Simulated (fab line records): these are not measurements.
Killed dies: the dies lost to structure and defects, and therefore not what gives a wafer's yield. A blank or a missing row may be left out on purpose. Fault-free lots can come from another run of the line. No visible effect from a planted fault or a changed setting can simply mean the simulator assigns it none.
Which tool is to blame? | flow gf180mcu | 39 wafers from 13 lots sampled at 3 of the route's 602 steps

WHAT EACH GAUGE READ, for each wafer
GF_SALICIDE_THK_MEAS_05: measures by xrf. Usual: SALICIDE_TIN_THK typically reads 19.7 nm, with standard deviation 0.33.
lot  | measured     | on            | SALICIDE_TIN_THK (nm) | flag
L672 | day 15 03:18 | film-metro-01 | 19.8 19.2 19.4        |
L673 | day 15 07:49 | film-metro-02 | 20.2 20.3 19.9        |
L674 | day 15 16:19 | film-metro-03 | 19.7 19.1 20.1        |
L675 | day 16 09:52 | film-metro-02 | 20.2 19.7 20.1        |
L677 | day 17 14:39 | film-metro-01 | 19.9 19.6 19.5        |
L679 | day 18 02:07 | film-metro-01 | 19.8 19.3 19.5        |
L680 | day 18 02:22 | film-metro-03 | 20.1 19.6 20.2        |
L681 | day 18 13:14 | film-metro-03 | 19.6 19.4 20.1        |
L682 | day 18 23:35 | film-metro-03 | 19.7 20.2 20.0        |
L684 | day 19 11:36 | film-metro-02 | 19.5 19.3 19.3        |
L685 | day 20 02:26 | film-metro-01 | 19.6 19.4 19.4        |
L689 | day 21 02:06 | film-metro-02 | 19.3 19.4 20.0        |
L693 | day 22 12:52 | film-metro-01 | 19.8 19.6 19.7        |

GF_CONTACT_THK_MEAS_01. Usual: CONTACT_CVD_00_THK typically reads 300 nm, with standard deviation 3.3.
lot  | measured     | on            | CONTACT_CVD_00_THK (nm) | flag
L672 | day 15 03:41 | film-metro-04 | 299 294 298             |
L673 | day 15 08:13 | film-metro-01 | 308 301 305             |
L674 | day 15 16:48 | film-metro-01 | 292 291 293             |
L675 | day 16 10:16 | film-metro-04 | 301 298 300             |
L677 | day 17 15:03 | film-metro-04 | 302 302 304             |
L679 | day 18 02:31 | film-metro-04 | 303 297 295             |
L680 | day 18 02:46 | film-metro-01 | 304 301 301             |
L681 | day 18 13:40 | film-metro-04 | 304 302 306             |
L682 | day 18 23:59 | film-metro-01 | 303 306 300             |
L684 | day 19 12:00 | film-metro-03 | 303 300 300             |
L685 | day 20 02:57 | film-metro-01 | 301 301 299             |
L689 | day 21 02:30 | film-metro-04 | 293 301 298             |
L693 | day 22 13:16 | film-metro-01 | 299 296 297             |

TOOL THAT RAN EACH LOT (tool first, then ch and the chambers of the sampled wafers, then the start)
lot  | GF_MVPSD_EXPOSE_04
L672 | iline-stepper-02 ch 0, day 4 18:11
L673 | iline-stepper-01 ch 0, day 4 22:42
L674 | iline-stepper-02 ch 0, day 5 04:09
L675 | iline-stepper-02 ch 0, day 5 10:43
L677 | iline-stepper-01 ch 0, day 5 22:13
L679 | iline-stepper-02 ch 0, day 6 13:54
L680 | iline-stepper-01 ch 0, day 6 17:24
L681 | iline-stepper-02 ch 0, day 6 22:48
L682 | iline-stepper-01 ch 0, day 7 04:19
L684 | iline-stepper-01 ch 0, day 7 15:37
L685 | iline-stepper-01 ch 0, day 8 00:17
L689 | iline-stepper-01 ch 0, day 8 20:38
L693 | iline-stepper-01 ch 0, day 9 21:23
- GF_MVPSD_EXPOSE_04: exposes mask MVPSD, target cd 1000 nm.

AS READ BY THE TOOLS THEMSELVES (means over the sampled wafers that have a number; for cases with no such wafer, the mark the record gives instead)
The record holds no such reading with a usual standard deviation.

THE ANSWER, worked out from the rows above alone
Rule: lot off if the mean of its wafers having a number is beyond 3 standard deviations from the usual mean. A lot without any number at a reading at which 4 lots or more have one is off too. All remaining lots with rows at the step are treated as sound. Order of review: gauges by route order, followed by the tools' own readings, for which a lot's mean as printed above is used. At the first step where some lot is off, the reading lying furthest off is the one used; lots without a number count as furthest.
No lot is off on any of the readings shown, so nothing can be concluded from this.

WHAT THE SIMULATOR PUT IN
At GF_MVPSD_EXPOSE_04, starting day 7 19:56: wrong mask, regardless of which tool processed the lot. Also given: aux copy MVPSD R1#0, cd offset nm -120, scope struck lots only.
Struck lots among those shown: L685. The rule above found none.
